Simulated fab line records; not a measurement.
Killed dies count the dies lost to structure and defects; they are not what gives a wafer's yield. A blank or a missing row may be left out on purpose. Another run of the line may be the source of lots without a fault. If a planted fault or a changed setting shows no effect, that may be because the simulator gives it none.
Comparing a struck lot with a sound one :: flow sfq line :: 20 out of 325 route steps
Sound: these wafers, L872.3, L872.4, L872.6. Struck: wafers L877.4, L877.6. (L877.2 of the same lot was not struck and is left out.) The cause comes at the end.
Per side, at each step with rows, come the tool, then ch with its chambers, and then its first start. Under that, the readings that differ: sound wafers :: struck wafers :: difference of the means :: sigmas: that difference in standard deviations of wafers without a fault.
alike: same words and numbers on both sides, and readings whose means sit less than 2 such deviations apart. not compared: any withheld reading, any reading some wafer has no value for, any bound like >300 that may hide the same value, and any number with overlapping values for which the record gives no deviation.
Wherever a step has rows on one side only, a row that says differs or no value, or a row with sigmas, the two part there. Non-overlapping numbers with no deviation appear without sigmas and do not part them. Lack of a reading on every wafer of one side parts them only where that side has two or more wafers.

first, 3 steps without rows for these wafers: SFQ_TRILAYER_I3_VIA_LITHO_EXPOSE_086 (exposes mask I3, target cd 500 nm); SFQ_TRILAYER_I3_VIA_LITHO_PEB_088 (peb time 60 s); SFQ_TRILAYER_I3_VIA_LITHO_DEVELOP_087 (time 60 s).
SFQ_I3_OVL_MEAS_923:
  sound: overlay-01 at day 51 02:07; struck: overlay-01 at day 53 02:32
  alike: I3_OVL
SFQ_TRILAYER_I3_VIA_BARC_OPEN_VIA_ETCH_121: etches BARC in O2, target depth 125 nm, time 41.7 s.
  sound on rie diel-03 ch 1,2, day 51 02:08; struck on rie diel-03 ch 1,2, day 53 02:34
  alike: drypump motor current A, oes product au
  not compared: rf hours counter h
SFQ_TRILAYER_I3_VIA_ETCH_VIA_ETCH_088: etches SiO2 in CHF3, stops on Nb, target depth 260 nm.
  sound on rie diel-03 ch 1,2, day 51 02:11; struck on rie diel-03 ch 1,2, day 53 02:36
  alike: drypump motor current A, oes product au
SFQ_TRILAYER_I3_VIA_STRIP_STRIP_089: strips in O2.
  sound on rie metal-02 ch 0, day 51 02:41; struck on rie metal-03 ch 1, day 53 02:43
  alike: drypump motor current A, oes product au
  not compared: rf hours counter h
then, 2 steps without rows for these wafers: SFQ_TRILAYER_I3_VIA_STRIP_SOLV_CLEAN_090 (cleans in NMP, time 600 s); SFQ_TRILAYER_M4_DEP_PRE_CLEAN_092 (time 22.5 s).
SFQ_TRILAYER_M4_DEP_SPUTTER_091: material Nb, target thk 200 nm, time 133.3 s.
  sound: pvd sputter-03 at day 51 03:42; struck: pvd sputter-03 at day 53 03:44
  alike: throttle valve pct
SFQ_M4_RS_MEAS_924: uses a four-point probe to measure.
  sound: film metro-01 at day 51 03:50; struck: film metro-01 at day 53 03:50
  alike: M4_NB_RS
SFQ_TRILAYER_M4_LITHO_COAT_098: resist thk 62 nm.
  sound on litho track-03 ch 0, day 51 04:04; struck on litho track-04 ch 0, day 53 04:03
reading: model.BARC_of_TRILAYER_M4_LITHO_COAT_098.thk nm (nm)
sound: 62.22 62 62.01
struck: 62.95 62.71
difference: +0.75
sigmas: 
  alike: resist line temp C
then, 5 steps without rows for these wafers: SFQ_TRILAYER_M4_LITHO_COAT_093 (resist thk 600 nm); SFQ_TRILAYER_M4_LITHO_SOFTBAKE_097; SFQ_TRILAYER_M4_LITHO_EXPOSE_094 (exposes mask M4, target cd 500 nm); SFQ_TRILAYER_M4_LITHO_PEB_096 (peb time 60 s); SFQ_TRILAYER_M4_LITHO_DEVELOP_095 (time 60 s).
-- the record jumps here: 5 days lie between the struck wafers' starts before and after --
SFQ_M4_OVL_MEAS_926:
  sound: overlay-02 at day 56 16:50; struck: overlay-01 at day 58 08:25
  alike: M4_OVL
SFQ_TRILAYER_M4_BARC_OPEN_METAL_ETCH_123: etches BARC in O2, target depth 125 nm, time 41.7 s.
  sound on rie metal-02 ch 0,1, day 56 16:52; struck on rie metal-02 ch 1, day 58 08:27
reading: model.etch.depth nm (nm)
sound: 62.22 62 62.01
struck: 62.95 62.71
difference: +0.75
sigmas: 
  alike: drypump motor current A, oes product au
  not compared: rf hours counter h
SFQ_TRILAYER_M4_ETCH_METAL_ETCH_096: etches Nb in Cl2/Ar, stops on SiO2, target depth 240 nm, time 120 s.
  sound on rie metal-02 ch 0,1, day 56 16:57; struck on rie metal-02 ch 1, day 58 08:31
  alike: drypump motor current A, oes product au
  not compared: rf hours counter h

WHERE THEY PART
Nowhere in this record.

WHY: the cause the simulator had injected
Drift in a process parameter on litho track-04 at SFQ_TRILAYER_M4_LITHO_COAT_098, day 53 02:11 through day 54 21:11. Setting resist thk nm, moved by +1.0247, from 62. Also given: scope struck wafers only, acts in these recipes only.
